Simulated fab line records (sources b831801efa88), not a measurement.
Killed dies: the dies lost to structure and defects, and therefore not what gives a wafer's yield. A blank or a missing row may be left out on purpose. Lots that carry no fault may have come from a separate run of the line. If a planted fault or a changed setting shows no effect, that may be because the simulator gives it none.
Which tool did it?    flow gf180mcu    13 lots with 39 wafers sampled at 2 steps, on a route of 602 steps

WHAT THE GAUGES SHOWED, per wafer
GF_POLY_GATE_CD_MEAS_10: the cd target is 280 nm.
lot   measured      on         cd_nm (nm)
L927  day 9 06:25   cd_sem-02  278.8 279.9 279.6
L929  day 9 18:23   cd_sem-02  279.7 280.8 279.4
L930  day 9 23:32   cd_sem-02  279.8 279.9 280.9
L931  day 10 04:04  cd_sem-01  281.9 280.8 281.8
L932  day 10 12:44  cd_sem-01  280.4 280.8 280.5
L933  day 10 18:29  cd_sem-02  280.1 279.1 279.8
L937  day 11 23:56  cd_sem-02  278.5 279.2 278.3
L939  day 12 15:56  cd_sem-01  279.1 277.6 280.5
L941  day 13 09:52  cd_sem-02  278.7 279.5 279.8
L945  day 14 16:08  cd_sem-02  280.5 279.8 277.9
L946  day 15 07:53  cd_sem-02  280.2 279.5 278.4
L948  day 15 10:55  cd_sem-01  278.4 278.4 279.6
L950  day 16 07:12  cd_sem-01  279.8 279.6 280.7

WHAT TOOL EACH LOT RAN ON (gives the tool, then ch and the chambers of the sampled wafers, and finally the start)
lot   GF_MVSD_STRIP_10
L927  plasma_asher-04 ch 0,1, day 4 15:05
L929  plasma_asher-03 ch 0,1, day 5 00:12
L930  plasma_asher-04 ch 0,1, day 5 03:59
L931  plasma_asher-01 ch 1, day 5 09:06
L932  plasma_asher-03 ch 0,1, day 5 14:31
L933  plasma_asher-01 ch 0,1, day 5 20:05
L937  plasma_asher-01 ch 0,1, day 6 18:57
L939  plasma_asher-03 ch 0, day 7 06:13
L941  plasma_asher-01 ch 0,1, day 7 22:19
L945  plasma_asher-03 ch 0,1, day 8 22:46
L946  plasma_asher-04 ch 0,1, day 9 10:58
L948  plasma_asher-04 ch 0,1, day 9 13:45
L950  plasma_asher-04 ch 0,1, day 10 05:09
- GF_MVSD_STRIP_10: strips in O2/N2.

AS READ BY THE TOOLS THEMSELVES (means over the sampled wafers that have a number; for cases with no such wafer, the mark the record gives instead)
GF_MVSD_STRIP_10.
lot   tool             drypump_motor_current_A (A)  heater_power_w (W)  o2_flow_sccm (sccm)  oes_product_au (a.u.)  strip_time_to_endpoint_s (s)
L927  plasma_asher-04  6.01                         332                 3008                 0.729                  37.20
L929  plasma_asher-03  5.84                         378                 2997                 0.721                  37.17
L930  plasma_asher-04  5.96                         318                 3000                 0.723                  36.86
L931  plasma_asher-01  5.71                         358                 3005                 0.722                  36.94
L932  plasma_asher-03  5.83                         383                 3011                 0.719                  37.08
L933  plasma_asher-01  5.72                         315                 2998                 0.721                  36.95
L937  plasma_asher-01  5.67                         316                 2800                 0.719                  37.11
L939  plasma_asher-03  5.71                         378                 3006                 0.723                  36.96
L941  plasma_asher-01  5.69                         338                 2606                 0.717                  37.24
L945  plasma_asher-03  5.76                         376                 2994                 0.727                  37.03
L946  plasma_asher-04  6.01                         341                 3002                 0.722                  37.00
L948  plasma_asher-04  5.95                         330                 2998                 0.718                  36.86
L950  plasma_asher-04  5.95                         336                 2992                 0.723                  36.94

THE ANSWER, worked out from the rows above alone
Rule: usual is defined by the lots themselves. Put in order of their means at a reading, lots are off if they are a third of the lots or fewer, leave a main group of 4 or more, and stand apart from it by a gap of 3 or more times the standard deviation of the main group's means; of several such gaps the widest counts. Not used: any main group whose means are identical at the precision the tables above print for the reading. Also off: a lot with no number at a reading for which 4 or more lots have one. All remaining lots with rows at the step are treated as sound. Order of review: gauges by route order, followed by the tools' own readings, for which a lot's mean as printed above is used. At the first step where some lot is off, the reading lying furthest off is the one used; lots without a number count as furthest.
Off, at GF_MVSD_STRIP_10 on o2_flow_sccm: L937, L941. The main group has a mean of 3001 sccm with a standard deviation of 5.7.
If a tool, at that step or one of the process steps before it, ran each lot that is off and ran no sound lot following the first of them, it fits. One fits: GF_MVSD_STRIP_10 on plasma_asher-01. A fault onset in the window from L933 (day 5 20:05, its last sound lot) to L937 (day 6 18:57, its first lot off) fits.
The tool's own readings at GF_MVSD_STRIP_10 bear it out: on the lots that are off they differ by more than 5 times the standard deviation of the sound lots' means. o2_flow_sccm reads 2703 sccm there against 3001 sccm on the sound lots.

WHAT THE SIMULATOR HAD PUT IN
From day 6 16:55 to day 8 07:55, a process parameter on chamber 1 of plasma_asher-01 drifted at GF_MVSD_STRIP_10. From 3000, the setting o2_flow_sccm moved by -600. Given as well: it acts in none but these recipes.
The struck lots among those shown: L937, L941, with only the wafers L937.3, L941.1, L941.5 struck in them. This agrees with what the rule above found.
